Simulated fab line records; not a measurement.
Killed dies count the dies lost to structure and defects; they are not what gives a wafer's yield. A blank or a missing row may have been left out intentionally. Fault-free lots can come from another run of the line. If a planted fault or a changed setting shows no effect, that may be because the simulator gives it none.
Chamber matching / flow gf180mcu / GF_PASSIVATION_ETCH_11 on rieDiel-02: 4 sister chambers
The step etches the open film in CF4/O2, stops on TiN, target depth 2040 nm, time 453.3 s. 18 wafers are shown with their chamber, then 9 later ones without.

## EACH WAFER AND ITS CHAMBER
wafer=L075.2; chamber=2; drypumpMotorCurrentA (A)=5.1; throttleValvePct (%)=5.973; oesProductAu (a.u.)=0.982
wafer=L075.3; chamber=3; drypumpMotorCurrentA (A)=6.1; throttleValvePct (%)=5.967; oesProductAu (a.u.)=0.988
wafer=L075.4; chamber=3; drypumpMotorCurrentA (A)=6.1; throttleValvePct (%)=5.964; oesProductAu (a.u.)=0.992
wafer=L076.1; chamber=1; drypumpMotorCurrentA (A)=6.1; throttleValvePct (%)=5.958; oesProductAu (a.u.)=0.990
wafer=L076.3; chamber=2; drypumpMotorCurrentA (A)=5.1; throttleValvePct (%)=5.973; oesProductAu (a.u.)=0.985
wafer=L076.5; chamber=2; drypumpMotorCurrentA (A)=5.1; throttleValvePct (%)=5.964; oesProductAu (a.u.)=0.984
wafer=L077.1; chamber=3; drypumpMotorCurrentA (A)=6.1; throttleValvePct (%)=5.976; oesProductAu (a.u.)=0.988
wafer=L077.4; chamber=2; drypumpMotorCurrentA (A)=5.1; throttleValvePct (%)=5.960; oesProductAu (a.u.)=0.984
wafer=L077.5; chamber=1; drypumpMotorCurrentA (A)=6.2; throttleValvePct (%)=5.972; oesProductAu (a.u.)=0.989
wafer=L080.1; chamber=3; drypumpMotorCurrentA (A)=6.1; throttleValvePct (%)=5.978; oesProductAu (a.u.)=0.995
wafer=L080.4; chamber=2; drypumpMotorCurrentA (A)=5.1; throttleValvePct (%)=5.972; oesProductAu (a.u.)=0.992
wafer=L080.5; chamber=1; drypumpMotorCurrentA (A)=6.2; throttleValvePct (%)=5.955; oesProductAu (a.u.)=0.979
wafer=L084.1; chamber=3; drypumpMotorCurrentA (A)=6.1; throttleValvePct (%)=5.972; oesProductAu (a.u.)=0.997
wafer=L084.3; chamber=1; drypumpMotorCurrentA (A)=6.2; throttleValvePct (%)=5.968; oesProductAu (a.u.)=0.994
wafer=L084.4; chamber=2; drypumpMotorCurrentA (A)=5.1; throttleValvePct (%)=5.981; oesProductAu (a.u.)=0.989
wafer=L089.1; chamber=1; drypumpMotorCurrentA (A)=6.2; throttleValvePct (%)=5.964; oesProductAu (a.u.)=0.994
wafer=L089.3; chamber=0; drypumpMotorCurrentA (A)=5.2; throttleValvePct (%)=5.957; oesProductAu (a.u.)=0.977
wafer=L089.6; chamber=0; drypumpMotorCurrentA (A)=5.2; throttleValvePct (%)=5.963; oesProductAu (a.u.)=0.998

SIGNATURES (means of the wafers above)
reading=drypumpMotorCurrentA; chamber 0=5.200; chamber 1=6.180; chamber 2=5.100; chamber 3=6.100; scatter within a chamber=0.0239
reading=throttleValvePct; chamber 0=5.96000; chamber 1=5.96340; chamber 2=5.97050; chamber 3=5.97140; scatter within a chamber=0.00671
reading=oesProductAu; chamber 0=0.98750; chamber 1=0.98920; chamber 2=0.98600; chamber 3=0.99200; scatter within a chamber=0.00602
Rule: a wafer's distance from a chamber is the root of the sum, over the readings, of the square of ((its reading less the chamber's mean) divided by the reading's scatter). The wafer belongs to the nearest chamber; if the next one is less than 2 further off, it can't be placed. How the scatter is found: for the shown wafers, subtract from each reading the mean of its chamber, square and add these, divide the total by (wafers less chambers), then take the root.

## WAFERS WITH NO CHAMBER GIVEN
wafer=L090.1; drypumpMotorCurrentA (A)=5.1; throttleValvePct (%)=5.975; oesProductAu (a.u.)=0.989
wafer=L090.2; drypumpMotorCurrentA (A)=6.1; throttleValvePct (%)=5.963; oesProductAu (a.u.)=0.988
wafer=L090.6; drypumpMotorCurrentA (A)=6.1; throttleValvePct (%)=5.969; oesProductAu (a.u.)=0.996
wafer=L091.1; drypumpMotorCurrentA (A)=6.1; throttleValvePct (%)=5.962; oesProductAu (a.u.)=0.998
wafer=L091.3; drypumpMotorCurrentA (A)=6.2; throttleValvePct (%)=5.968; oesProductAu (a.u.)=0.996
wafer=L091.6; drypumpMotorCurrentA (A)=6.1; throttleValvePct (%)=5.973; oesProductAu (a.u.)=0.986
wafer=L093.2; drypumpMotorCurrentA (A)=6.1; throttleValvePct (%)=5.973; oesProductAu (a.u.)=0.986
wafer=L093.4; drypumpMotorCurrentA (A)=5.3; throttleValvePct (%)=5.960; oesProductAu (a.u.)=0.986
wafer=L093.6; drypumpMotorCurrentA (A)=5.2; throttleValvePct (%)=5.948; oesProductAu (a.u.)=0.978

## EACH ONE'S CHAMBER
wafer=L090.1; from the rows above=2; in truth=2
wafer=L090.2; from the rows above=can't be placed: 3 or 1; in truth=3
wafer=L090.6; from the rows above=3; in truth=3
wafer=L091.1; from the rows above=can't be placed: 3 or 1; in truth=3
wafer=L091.3; from the rows above=1; in truth=1
wafer=L091.6; from the rows above=3; in truth=3
wafer=L093.2; from the rows above=3; in truth=3
wafer=L093.4; from the rows above=0; in truth=0
wafer=L093.6; from the rows above=0; in truth=0
Placed correctly: 7 of 9. From these rows, 2 cannot be placed; in 2 the true chamber is one of the candidates. Placed wrongly: 0.
